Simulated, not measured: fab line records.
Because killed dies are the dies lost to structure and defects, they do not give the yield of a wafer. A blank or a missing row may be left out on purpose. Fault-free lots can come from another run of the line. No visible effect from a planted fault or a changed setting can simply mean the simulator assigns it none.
A struck lot beside a sound one -- flow gf180mcu -- 15 out of 602 route steps
Sound: the wafers L623.2, L623.3, L623.6. The struck wafers were L624.1, L624.3, L624.6. The cause comes at the end.
For every step that has rows: the tool of each side, followed by ch and its chambers, followed by its first start. Under that, the readings that differ: sound wafers -- struck wafers -- difference of the means -- sigmas: that difference in standard deviations of wafers without a fault.
alike: readings with means less than 2 such deviations apart, plus words and numbers identical on both sides. not compared: withheld readings, readings lacking a value on some wafer, bounds such as >300 that could conceal the same value, and numbers that have no deviation in the record and whose values overlap.
A row with sigmas, a row that says differs or no value, or rows on one side alone: a step with any of these is where the two part. Numbers that don't overlap but have no deviation are shown without sigmas and don't part them. A reading missing from all wafers of one side parts the sides only when that side holds two or more wafers.

GF_V2_THK_MEAS_25: measures by xrf.
  sound on film metro-02 at day 24 02:17; struck on film metro-01 at day 24 08:38
  alike: V2_W_THK
GF_V2_CMP_26: polishes, stops on SiO2, t overpolish 15 s, target thk 0 nm.
  sound on cmp-02 ch 1,3, day 24 02:20; struck on cmp-01 ch 1,2,3, day 24 08:48
  alike: motor current A, overpolish run s, time to endpoint s
then, 1 step without rows for these wafers: GF_M3_SPUTTER_00 (material Ti, target thk 37.5 nm, time 150 s).
GF_M3_SPUTTER_01: material TiN, target thk 30 nm, time 25 s.
  sound on pvd sputter-01 at day 24 02:44; struck on pvd sputter-04 at day 24 09:06
  alike: throttle valve pct
GF_M3_SPUTTER_02: material AlCu, target thk 450 nm, time 23.9 s.
  sound on pvd sputter-01 at day 24 02:46; struck on pvd sputter-04 at day 24 09:08
  alike: throttle valve pct
GF_M3_SPUTTER_03: material Ti, target thk 10 nm, time 6.7 s.
  sound on pvd sputter-01 at day 24 02:47; struck on pvd sputter-04 at day 24 09:10
  alike: throttle valve pct
GF_M3_SPUTTER_04: material TiN, target thk 50 nm, time 41.7 s.
  sound on pvd sputter-01 at day 24 02:49; struck on pvd sputter-04 at day 24 09:11
  alike: throttle valve pct
GF_M3_RS_MEAS_05: measurement is done with a four-point probe.
  sound on film metro-01 at day 24 02:52; struck on film metro-04 at day 24 09:13
  alike: M3_ALCU_RS
GF_M3_THK_MEAS_06: measures by xrf.
  sound on film metro-01 at day 24 02:59; struck on film metro-04 at day 24 09:20
  alike: M3_ALCU_THK
then, 3 steps without rows for these wafers: GF_M3_DEHYDRATE_07 (time 60 s); GF_M3_HMDS_08 (prime time 60 s); GF_M3_COAT_09 (resist thk 1000 nm).
GF_M3_SOFTBAKE_10: time 60 s.
  sound on litho track-04 ch 0, day 24 13:26; struck on litho track-01 ch 0, day 24 19:39
reading,sound,struck,difference,sigmas
heater power total W (W),93.04 93.13 93.14,94.67 94.69 94.62,+1.56,+26
run length s (s),89.46 89.49 89.28,85.89 85.87 86.01,-3.49,-22
then, 2 steps without rows for these wafers: GF_M3_EXPOSE_11 (exposes mask Metal3, target cd 280 nm); GF_PASSIVATION_PROBE_99.

== WHERE THEY PART ==
Only at GF_M3_SOFTBAKE_10, within this record.

WHY: the cause the simulator had injected
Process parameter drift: litho track-01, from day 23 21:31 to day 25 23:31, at GF_M3_SOFTBAKE_10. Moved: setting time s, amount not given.
